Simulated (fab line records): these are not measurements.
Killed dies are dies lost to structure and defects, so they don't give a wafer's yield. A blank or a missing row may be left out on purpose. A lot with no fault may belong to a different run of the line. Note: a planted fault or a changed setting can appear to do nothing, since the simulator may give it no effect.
Matching of chambers + flow sfq line + SFQ_TRILAYER_I2_VIA_BARC_OPEN_VIA_ETCH_096 on rie diel-01: 4 sister chambers
The step etches BARC in O2, target depth 125 nm, time 41.7 s. 8 wafers are shown with their chamber, then 7 later ones without.

## WAFERS WITH THEIR CHAMBER
| wafer  | chamber | drypump motor current A (A) | bias w (W) |
|--------|---------|-----------------------------|------------|
| L507.4 | 2       | 5.6                         | 80.10      |
| L510.1 | 1       | 6.2                         | 80.03      |
| L510.5 | 0       | 6.6                         | 80.14      |
| L511.2 | 0       | 6.5                         | 79.67      |
| L511.4 | 1       | 6.2                         | 79.57      |
| L511.5 | 3       | 6.0                         | 79.52      |
| L512.1 | 2       | 5.6                         | 80.19      |
| L512.2 | 3       | 6.0                         | 79.79      |

## WAFERS MISSING THEIR CHAMBER
| wafer  | drypump motor current A (A) | bias w (W) |
|--------|-----------------------------|------------|
| L512.5 | 6.2                         | 80.24      |
| L515.1 | 6.2                         | 80.55      |
| L515.5 | 5.6                         | 80.10      |
| L515.6 | 6.2                         | 80.30      |
| L521.1 | 6.6                         | 80.23      |
| L521.3 | 5.7                         | 79.86      |
| L521.5 | 5.6                         | 80.10      |

## WHICH CHAMBER EACH ONE RAN IN
| wafer  | from the rows above | in truth |
|--------|---------------------|----------|
| L512.5 | 1                   | 1        |
| L515.1 | 1                   | 1        |
| L515.5 | 2                   | 2        |
| L515.6 | 1                   | 1        |
| L521.1 | 0                   | 0        |
| L521.3 | 2                   | 2        |
| L521.5 | 2                   | 2        |
7 of 7 placed correctly. From these rows, 0 cannot be placed. Number placed wrongly: 0.
How it was worked out, from the rows above alone: a wafer's distance from a chamber is the root of the sum, over the readings, of the square of ((its reading less the chamber's mean) divided by the reading's scatter). The wafer belongs to the nearest chamber; if the next one is less than 2 further off, it can't be placed. Each chamber's mean is taken over the wafers shown for it. How the scatter is found: for the shown wafers, subtract from each reading the mean of its chamber, square and add these, divide the total by (wafers less chambers), then take the root.
